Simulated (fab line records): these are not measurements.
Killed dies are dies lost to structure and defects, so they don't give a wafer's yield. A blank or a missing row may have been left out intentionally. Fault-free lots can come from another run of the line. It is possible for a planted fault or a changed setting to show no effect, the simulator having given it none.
Chamber matching :: flow gf180mcu :: GF_CONTACT_CMP_04 on cmp-02: 4 sister chambers
The step polishes SiO2. 8 wafers are shown with their chamber, then 8 later ones without.

== WAFERS PAIRED WITH THEIR CHAMBERS ==
wafer: L504.5
chamber: 0
motor current A (A): 15.4
time to endpoint s (s): 115

wafer: L505.1
chamber: 1
motor current A (A): 10.2
time to endpoint s (s): 117

wafer: L505.5
chamber: 0
motor current A (A): 13.6
time to endpoint s (s): 119

wafer: L510.6
chamber: 3
motor current A (A): 11.5
time to endpoint s (s): 119

wafer: L511.4
chamber: 1
motor current A (A): 10.0
time to endpoint s (s): 119

wafer: L511.5
chamber: 2
motor current A (A): 11.5
time to endpoint s (s): 115

wafer: L511.6
chamber: 3
motor current A (A): 12.0
time to endpoint s (s): 111

wafer: L513.1
chamber: 2
motor current A (A): 11.8
time to endpoint s (s): 107

== WAFERS WITHOUT THEIR CHAMBER ==
wafer: L513.4
motor current A (A): 11.9
time to endpoint s (s): 111

wafer: L513.5
motor current A (A): 11.8
time to endpoint s (s): 111

wafer: L515.2
motor current A (A): 11.7
time to endpoint s (s): 102

wafer: L515.3
motor current A (A): 10.5
time to endpoint s (s): 113

wafer: L515.6
motor current A (A): 11.2
time to endpoint s (s): 113

wafer: L517.1
motor current A (A): 12.4
time to endpoint s (s): 107

wafer: L517.5
motor current A (A): 10.5
time to endpoint s (s): 122

wafer: L517.6
motor current A (A): 12.1
time to endpoint s (s): 118

== THE CHAMBER EACH PASSED THROUGH ==
wafer: L513.4
from the rows above: can't be placed: 2 or 3
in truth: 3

wafer: L513.5
from the rows above: can't be placed: 2 or 3
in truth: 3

wafer: L515.2
from the rows above: can't be placed: 2 or 3
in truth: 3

wafer: L515.3
from the rows above: can't be placed: 1 or 2 or 3
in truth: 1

wafer: L515.6
from the rows above: can't be placed: 2 or 3 or 1
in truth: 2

wafer: L517.1
from the rows above: can't be placed: 2 or 3
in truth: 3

wafer: L517.5
from the rows above: can't be placed: 1 or 3 or 2
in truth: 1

wafer: L517.6
from the rows above: can't be placed: 3 or 2
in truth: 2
Correctly placed: 0 of 8. Not placeable from these rows: 8 (in 8, the candidates include the true chamber). Number placed wrongly: 0.
How it was worked out, from the rows above alone: a wafer's distance from a chamber is the root of the sum, over the readings, of the square of ((its reading less the chamber's mean) divided by the reading's scatter). The wafer belongs to the nearest chamber; if the next one is less than 2 further off, it can't be placed. A chamber's mean is the mean of its shown wafers. The scatter: take each reading less its chamber's mean, square it, sum over the shown wafers, divide by the number of wafers less the number of chambers, and take the root.
